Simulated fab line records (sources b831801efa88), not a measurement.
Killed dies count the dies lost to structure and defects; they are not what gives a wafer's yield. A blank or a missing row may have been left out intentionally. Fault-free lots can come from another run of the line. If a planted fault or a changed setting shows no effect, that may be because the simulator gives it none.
Which tool is to blame?	flow gf180mcu	14 lots, 42 wafers sampled, at 4 steps of a route of 602

== WHAT EACH GAUGE READ, for each wafer ==
GF_PSD_TW_MEAS_11.
lot	measured	on	PSD_TW
L289	day 14 00:37	film-metro-02	3167 3154 3176
L291	day 14 19:01	film-metro-03	3164 3167 3157
L292	day 15 00:14	film-metro-03	3148 3147 3177
L293	day 15 14:13	film-metro-03	3138 3160 3161
L301	day 18 08:58	film-metro-02	3134 3150 3132
L303	day 19 06:12	film-metro-03	3177 3158 3171
L305	day 19 21:16	film-metro-03	3188 3160 3173
L306	day 20 13:02	film-metro-04	3148 3154 3145
L307	day 20 17:16	film-metro-02	3177 3169 3163
L308	day 20 21:43	film-metro-04	3160 3156 3159
L309	day 21 09:28	film-metro-03	3125 3144 3135
L310	day 21 11:07	film-metro-03	3144 3134 3131
L311	day 21 20:06	film-metro-02	3148 3178 3155
L312	day 22 03:36	film-metro-02	3142 3157 3153

GF_PSD_RS_MEAS_14: measures by four-point-probe.
lot	measured	on	NSD_RS (ohm/sq)
L289	day 14 00:49	film-metro-03	46.14 46.13 46.20
L291	day 14 19:13	film-metro-02	46.15 46.17 46.20
L292	day 15 00:26	film-metro-04	46.26 46.13 46.10
L293	day 15 14:25	film-metro-04	46.11 46.24 46.19
L301	day 18 09:10	film-metro-02	46.03 45.93 45.86
L303	day 19 06:24	film-metro-03	45.77 45.77 45.85
L305	day 19 21:28	film-metro-02	46.14 46.28 46.25
L306	day 20 13:14	film-metro-02	46.28 46.36 46.29
L307	day 20 17:27	film-metro-04	46.02 46.17 46.12
L308	day 20 21:54	film-metro-02	46.30 46.27 46.28
L309	day 21 09:39	film-metro-02	46.34 46.33 46.23
L310	day 21 11:18	film-metro-04	46.14 46.17 46.07
L311	day 21 20:18	film-metro-02	46.20 46.21 46.06
L312	day 22 03:49	film-metro-03	46.14 46.18 46.19

GF_CONTACT_THK_MEAS_01.
lot	measured	on	CONTACT_CVD_00_THK (nm)
L289	day 14 22:54	film-metro-01	301 299 302
L291	day 15 17:17	film-metro-04	296 302 303
L292	day 15 23:15	film-metro-04	302 305 300
L293	day 16 13:32	film-metro-04	300 301 301
L301	day 19 10:22	film-metro-04	295 299 293
L303	day 20 06:58	film-metro-02	299 294 301
L305	day 20 22:53	film-metro-01	292 301 292
L306	day 21 13:50	film-metro-01	301 298 295
L307	day 21 18:02	film-metro-01	303 298 299
L308	day 21 22:45	film-metro-01	303 302 302
L309	day 22 09:46	film-metro-04	300 305 299
L310	day 22 12:05	film-metro-04	298 304 308
L311	day 22 20:22	film-metro-02	296 298 301
L312	day 23 03:55	film-metro-04	301 298 303

== WHAT TOOL EACH LOT RAN ON (gives the tool, then ch and the chambers of the sampled wafers, and finally the start) ==
lot	GF_NSD_IMPLANT_10
L289	implanter-04 ch 0, day 13 03:42
L291	implanter-04 ch 0, day 13 21:14
L292	implanter-02 ch 0, day 14 01:48
L293	implanter-04 ch 0, day 14 15:28
L301	implanter-04 ch 0, day 17 09:28
L303	implanter-04 ch 0, day 18 05:43
L305	implanter-02 ch 0, day 18 21:01
L306	implanter-02 ch 0, day 19 12:09
L307	implanter-02 ch 0, day 19 17:16
L308	implanter-01 ch 0, day 19 20:52
L309	implanter-01 ch 0, day 20 09:13
L310	implanter-02 ch 0, day 20 10:56
L311	implanter-02 ch 0, day 20 20:34
L312	implanter-01 ch 0, day 21 03:44
- GF_NSD_IMPLANT_10

== WHAT THE TOOLS THEMSELVES READ (means of the sampled wafers that have a number; where no wafer has one, the mark that the record gives instead) ==
GF_NSD_IMPLANT_10.
lot	tool	dose-ions-cm2	faraday-current-uA
L289	implanter-04	4.994e+14	2787
L291	implanter-04	4.999e+14	2804
L292	implanter-02	4.999e+14	2742
L293	implanter-04	5.001e+14	2744
L301	implanter-04	5.210e+14	2917
L303	implanter-04	5.205e+14	2939
L305	implanter-02	5.000e+14	2820
L306	implanter-02	4.998e+14	2797
L307	implanter-02	5.001e+14	2794
L308	implanter-01	4.998e+14	2784
L309	implanter-01	4.999e+14	2779
L310	implanter-02	4.998e+14	2760
L311	implanter-02	4.999e+14	2850
L312	implanter-01	4.999e+14	2785

== THE ANSWER, worked out from the rows above alone ==
Rule: the usual values come from the lots themselves. The widest of any qualifying gaps counts: lots, ordered by their means at a reading, are off when they make up no more than a third of the lots, leave a main group of 4 or more, and stand apart from it by 3 or more times the standard deviation of that group's means. A main group whose means are all the same, to the digits that the tables above print for the reading, isn't used. A lot without any number at a reading at which 4 lots or more have one is off too. Where the step has rows for the other lots, those lots are counted as sound. After the gauges, taken in route order, come the tools' own readings; for these a lot's mean is taken, as printed above. At the first step where some lot is off, the reading lying furthest off is the one used; lots without a number count as furthest.
Off, at GF_NSD_IMPLANT_10 on dose-ions-cm2: L301, L303. For the main group the mean is 4.999e+14 and the standard deviation 1.7e+11.
If a tool, at that step or one of the process steps before it, ran each lot that is off and ran no sound lot following the first of them, it fits. One candidate fits, namely implanter-04 at GF_NSD_IMPLANT_10. Its last sound lot is L293 (day 14 15:28), its first lot that is off L301 (day 17 09:28): a fault that began between those two fits.
On the lots that are off, the tool's own readings at GF_NSD_IMPLANT_10 differ by more than 5 times the standard deviation of the sound lots' means, which bears it out; dose-ions-cm2 reads 5.208e+14 there versus 4.999e+14 on the sound lots.

== WHAT THE SIMULATOR HAD PUT IN ==
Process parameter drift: implanter-04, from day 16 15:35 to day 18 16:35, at GF_NSD_IMPLANT_10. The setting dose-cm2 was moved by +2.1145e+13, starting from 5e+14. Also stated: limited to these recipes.
Shown lots that were struck: L301, L303. The same result came from the rule above.
